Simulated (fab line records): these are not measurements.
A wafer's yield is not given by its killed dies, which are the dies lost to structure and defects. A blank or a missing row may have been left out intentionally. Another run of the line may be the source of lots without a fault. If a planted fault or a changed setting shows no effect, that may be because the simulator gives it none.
Chamber matching ; flow sky130 ; SKY_VIA1_CMP_24 on cmp-01 has 4 sister chambers
The step polishes, stops on SiO2, t overpolish 15 s, target thk 0 nm. 8 wafers are shown with their chamber, then 9 later ones without.

EACH WAFER AND ITS CHAMBER
wafer;chamber;time-to-endpoint-s (s);edge-zone-pressure-frac
L593.1;2;67.8;0.994
L594.6;3;67.2;1.004
L595.4;0;69.9;1.002
L595.5;2;71.3;1.005
L595.6;1;67.6;1.008
L599.3;1;66.3;0.993
L599.4;0;64.4;1.004
L599.6;3;62.9;1.005

WAFERS WHOSE CHAMBER IS MISSING
wafer;time-to-endpoint-s (s);edge-zone-pressure-frac
L608.2;62.9;1.002
L608.5;62.4;0.990
L608.6;63.8;1.004
L609.1;61.7;0.994
L609.3;66.5;1.002
L609.4;66.3;1.013
L610.2;66.3;1.000
L610.4;64.2;1.004
L610.5;63.9;1.004

WHICH CHAMBER EACH ONE RAN IN
wafer;from the rows above;in truth
L608.2;can't be placed: 3 or 1 or 0 or 2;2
L608.5;can't be placed: 1 or 3 or 0 or 2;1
L608.6;can't be placed: 3 or 0 or 1 or 2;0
L609.1;can't be placed: 3 or 1 or 0 or 2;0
L609.3;can't be placed: 0 or 1 or 3 or 2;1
L609.4;can't be placed: 3 or 0 or 1 or 2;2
L610.2;can't be placed: 1 or 0 or 3 or 2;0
L610.4;can't be placed: 3 or 0 or 1 or 2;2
L610.5;can't be placed: 3 or 0 or 1 or 2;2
Correctly placed: 0 of 9. Can't be placed from these rows: 9 (the true chamber is among the candidates in 9). Placed wrongly: 0.
How it was worked out, from the rows above alone: a wafer's distance from a chamber is the root of the sum, over the readings, of the square of ((its reading less the chamber's mean) divided by the reading's scatter). If the next closest chamber is less than 2 further off than the closest, the wafer can't be placed; otherwise it belongs to the closest. A chamber's mean is the mean of its shown wafers. The scatter is the square root of a quotient: the sum, over the shown wafers, of each reading's squared deviation from its chamber's mean, divided by wafers minus chambers.
